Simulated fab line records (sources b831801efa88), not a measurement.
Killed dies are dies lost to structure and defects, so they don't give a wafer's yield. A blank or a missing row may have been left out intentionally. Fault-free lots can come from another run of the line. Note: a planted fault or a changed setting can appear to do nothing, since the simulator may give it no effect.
Which tool was responsible?	flow gf180mcu	36 wafers from 12 lots sampled at 6 of the route's 602 steps

## WHAT EACH GAUGE READ, for each wafer
GF_VT_IMPLANT_TW_MEAS_32. Usual: VT_IMPLANT_3_TW gives 269.6 (standard deviation 2.3).
lot	measured	on	VT_IMPLANT_3_TW	flag
L898	day 7 04:44	filmMetro-03	265.9 267.1 266.0	
L899	day 7 09:18	filmMetro-04	269.4 267.6 267.7	
L901	day 7 21:05	filmMetro-04	269.3 270.1 268.4	
L902	day 8 06:38	filmMetro-04	270.2 269.7 269.5	
L903	day 8 12:51	filmMetro-03	268.1 267.1 269.3	
L904	day 8 18:33	filmMetro-04	270.2 269.7 269.4	
L908	day 9 20:22	filmMetro-02	271.8 271.9 272.7	
L912	day 11 01:27	filmMetro-02	272.8 273.3 273.3	
L913	day 11 04:41	filmMetro-04	269.8 269.7 270.9	
L914	day 11 13:09	filmMetro-03	268.6 266.2 267.4	
L916	day 12 01:06	filmMetro-04	269.1 268.3 268.1	
L919	day 12 19:12	filmMetro-02	271.4 272.1 271.1	

GF_HV_LDD_CD_MEAS_07: target cd 400 nm. Usual: cdNm at 400.3 nm, with a standard deviation of 2.2.
lot	measured	on	cdNm (nm)	flag
L898	day 10 07:26	cdSem-01	400.4 400.3 403.4	
L899	day 10 15:16	cdSem-01	398.9 394.7 397.9	
L901	day 11 03:15	cdSem-02	400.3 399.4 398.0	
L902	day 11 11:04	cdSem-02	401.8 402.3 402.5	
L903	day 11 18:42	cdSem-02	400.9 401.4 403.1	
L904	day 12 02:25	cdSem-02	400.6 401.7 401.6	
L908	day 13 04:33	cdSem-01	402.2 400.4 399.3	
L912	day 14 15:41	cdSem-02	399.3 398.0 398.9	
L913	day 14 21:40	cdSem-01	403.7 399.8 401.9	
L914	day 15 05:40	cdSem-02	399.6 397.5 398.0	
L916	day 15 18:19	cdSem-02	398.9 398.7 397.9	
L919	day 16 17:11	cdSem-01	400.3 403.0 400.9	

GF_HV_LDD_OVL_MEAS_47. Usual: HV_LDD_03_OVL gives 0.0 nm (standard deviation 1.4).
lot	measured	on	HV_LDD_03_OVL (nm)	flag
L898	day 12 14:46	overlay-02	-1.0 -0.3 0.0	
L899	day 13 00:14	overlay-01	0.8 -1.8 -0.3	
L901	day 13 12:46	overlay-01	-0.5 -0.4 1.5	
L902	day 13 21:56	overlay-02	1.0 0.4 0.5	
L903	day 14 07:35	overlay-02	0.7 2.0 0.5	
L904	day 14 16:52	overlay-01	-1.4 -2.7 -1.3	
L908	day 15 21:07	overlay-01	-1.8 -1.5 -1.2	
L912	day 17 11:37	overlay-02	1.4 0.1 -1.0	
L913	day 17 17:47	overlay-02	-1.1 -1.1 -0.3	
L914	day 18 04:34	overlay-01	-1.7 0.3 -3.0	
L916	day 18 18:13	overlay-01	0.2 0.5 0.9	
L919	day 19 18:38	overlay-02	-1.3 -0.7 -2.0	

GF_HV_LDD_TW_MEAS_50. Usual: HV_LDD_4_TW gives 573 (standard deviation 6).
lot	measured	on	HV_LDD_4_TW	flag
L898	day 12 15:03	filmMetro-03	566 566 565	
L899	day 13 00:31	filmMetro-03	567 565 570	
L901	day 13 13:04	filmMetro-01	31 31 31 31 31 31	OFF
L902	day 13 22:14	filmMetro-03	30 30 30 30 30 30	OFF
L903	day 14 07:52	filmMetro-04	30 30 30 30 30 30	OFF
L904	day 14 17:09	filmMetro-01	582 580 582	
L908	day 15 21:25	filmMetro-04	575 567 572	
L912	day 17 11:55	filmMetro-04	573 571 572	
L913	day 17 18:04	filmMetro-04	571 572 571	
L914	day 18 04:50	filmMetro-01	579 577 578	
L916	day 18 18:29	filmMetro-01	576 580 581	
L919	day 19 18:56	filmMetro-03	562 561 563	

## WHAT TOOL EACH LOT RAN ON (gives the tool, then ch and the chambers of the sampled wafers, and finally the start)
lot	GF_HV_LDD_STRIP_37	GF_HV_LDD_STRIP_49
L898	plasmaAsher-02 ch 0,1, day 11 20:00	plasmaAsher-01 ch 0,1, day 12 14:57
L899	plasmaAsher-04 ch 0,1, day 12 04:28	plasmaAsher-04 ch 0,1, day 13 00:25
L901	plasmaAsher-04 ch 0,1, day 12 17:01	plasmaAsher-04 ch 0,1, day 13 12:58
L902	plasmaAsher-02 ch 0,1, day 13 01:55	plasmaAsher-04 ch 0,1, day 13 22:07
L903	plasmaAsher-01 ch 0,1, day 13 10:19	plasmaAsher-01 ch 0,1, day 14 07:46
L904	plasmaAsher-04 ch 0,1, day 13 19:09	plasmaAsher-01 ch 0,1, day 14 17:03
L908	plasmaAsher-02 ch 0,1, day 14 23:02	plasmaAsher-04 ch 0,1, day 15 21:20
L912	plasmaAsher-01 ch 0,1, day 16 12:13	plasmaAsher-01 ch 0,1, day 17 11:49
L913	plasmaAsher-04 ch 0,1, day 16 18:40	plasmaAsher-04 ch 0, day 17 17:58
L914	plasmaAsher-04 ch 0,1, day 17 05:02	plasmaAsher-02 ch 0,1, day 18 04:44
L916	plasmaAsher-01 ch 0,1, day 17 17:52	plasmaAsher-02 ch 0,1, day 18 18:23
L919	plasmaAsher-04 ch 0,1, day 18 17:50	plasmaAsher-04 ch 0,1, day 19 18:50
- GF_HV_LDD_STRIP_37: strips in O2/N2.
- GF_HV_LDD_STRIP_49: strips in O2/N2.

## AS READ BY THE TOOLS THEMSELVES (means over the sampled wafers that have a number; for cases with no such wafer, the mark the record gives instead)
GF_HV_LDD_STRIP_37. Usual: chamberPressureMTorr 1500.1 mTorr, standard deviation 1.4; drypumpMotorCurrentA 5.6 A, standard deviation 0.38; heaterPowerW 356 W, standard deviation 33; n2FlowSccm 299.9 sccm, standard deviation 0.99; oesProductAu 0.716 a.u., standard deviation 0.0043; stripTimeToEndpointS 12.64 s, standard deviation 0.036.
lot	tool	chamberPressureMTorr (mTorr)	drypumpMotorCurrentA (A)	heaterPowerW (W)	n2FlowSccm (sccm)	oesProductAu (a.u.)	stripTimeToEndpointS (s)	flag
L898	plasmaAsher-02	1499.1	6.0	375	300.5	0.718	12.68	
L899	plasmaAsher-04	1500.9	5.2	332	300.1	0.714	12.62	
L901	plasmaAsher-04	-	-	-	-	-	-	OFF
L902	plasmaAsher-02	-	-	-	-	-	-	OFF
L903	plasmaAsher-01	-	-	-	-	-	-	OFF
L904	plasmaAsher-04	1500.9	5.3	336	299.6	0.712	12.63	
L908	plasmaAsher-02	1500.7	6.1	399	299.9	0.715	12.64	
L912	plasmaAsher-01	1500.2	5.7	338	300.7	0.714	12.67	
L913	plasmaAsher-04	1499.4	5.2	335	299.1	0.716	12.59	
L914	plasmaAsher-04	1499.4	5.3	331	300.5	0.717	12.64	
L916	plasmaAsher-01	1498.7	5.7	338	301.2	0.713	12.67	
L919	plasmaAsher-04	1499.4	5.2	336	299.8	0.718	12.63	

GF_HV_LDD_STRIP_49. Usual: chamberPressureMTorr 1500.0 mTorr, standard deviation 1.5; drypumpMotorCurrentA 5.6 A, standard deviation 0.34; heaterPowerW 351 W, standard deviation 29; n2FlowSccm 300.0 sccm, standard deviation 0.96; oesProductAu 0.716 a.u., standard deviation 0.0049; stripTimeToEndpointS 12.63 s, standard deviation 0.039.
lot	tool	chamberPressureMTorr (mTorr)	drypumpMotorCurrentA (A)	heaterPowerW (W)	n2FlowSccm (sccm)	oesProductAu (a.u.)	stripTimeToEndpointS (s)	flag
L898	plasmaAsher-01	1499.9	5.7	346	299.0	0.720	12.63	
L899	plasmaAsher-04	1497.9	5.2	337	300.1	0.715	12.59	
L901	plasmaAsher-04	1502.0	5.3	332	299.0	0.720	27.61	OFF
L902	plasmaAsher-04	1500.4	5.3	355	301.0	0.720	27.62	OFF
L903	plasmaAsher-01	1500.0	5.7	346	299.6	0.717	27.61	OFF
L904	plasmaAsher-01	1500.2	5.7	343	300.0	0.719	12.66	
L908	plasmaAsher-04	1501.7	5.2	337	299.5	0.713	12.68	
L912	plasmaAsher-01	1499.4	5.7	339	298.9	0.713	12.66	
L913	plasmaAsher-04	1500.0	5.1	313	298.3	0.719	12.66	
L914	plasmaAsher-02	1500.4	6.1	397	300.4	0.713	12.65	
L916	plasmaAsher-02	1500.7	6.0	373	299.7	0.716	12.65	
L919	plasmaAsher-04	1499.5	5.2	336	300.3	0.715	12.65	

## THE ANSWER, worked out from the rows above alone
Rule: a lot is off if the mean of its wafers that have a number lies more than 3 standard deviations from the usual mean. A lot without any number at a reading at which 4 lots or more have one is off too. All remaining lots with rows at the step are treated as sound. First the gauges in route order, then the tools' own readings, where a lot's mean is used as printed above. At the first step where some lot is off, the reading lying furthest off is the one used; lots without a number count as furthest.
Off: L901, L902, L903, at GF_HV_LDD_TW_MEAS_50 (HV_LDD_4_TW).
A tool fits if, at a process step before that reading, it ran every lot that is off, and no sound lot after the first of them. The gauges at GF_HV_LDD_TW_MEAS_50 aren't tried: what is off there is off at GF_HV_LDD_STRIP_37 too, on other tools, and a gauge's error can't cause that. None of those tried fits.

## WHAT HAD BEEN PUT IN BY THE SIMULATOR
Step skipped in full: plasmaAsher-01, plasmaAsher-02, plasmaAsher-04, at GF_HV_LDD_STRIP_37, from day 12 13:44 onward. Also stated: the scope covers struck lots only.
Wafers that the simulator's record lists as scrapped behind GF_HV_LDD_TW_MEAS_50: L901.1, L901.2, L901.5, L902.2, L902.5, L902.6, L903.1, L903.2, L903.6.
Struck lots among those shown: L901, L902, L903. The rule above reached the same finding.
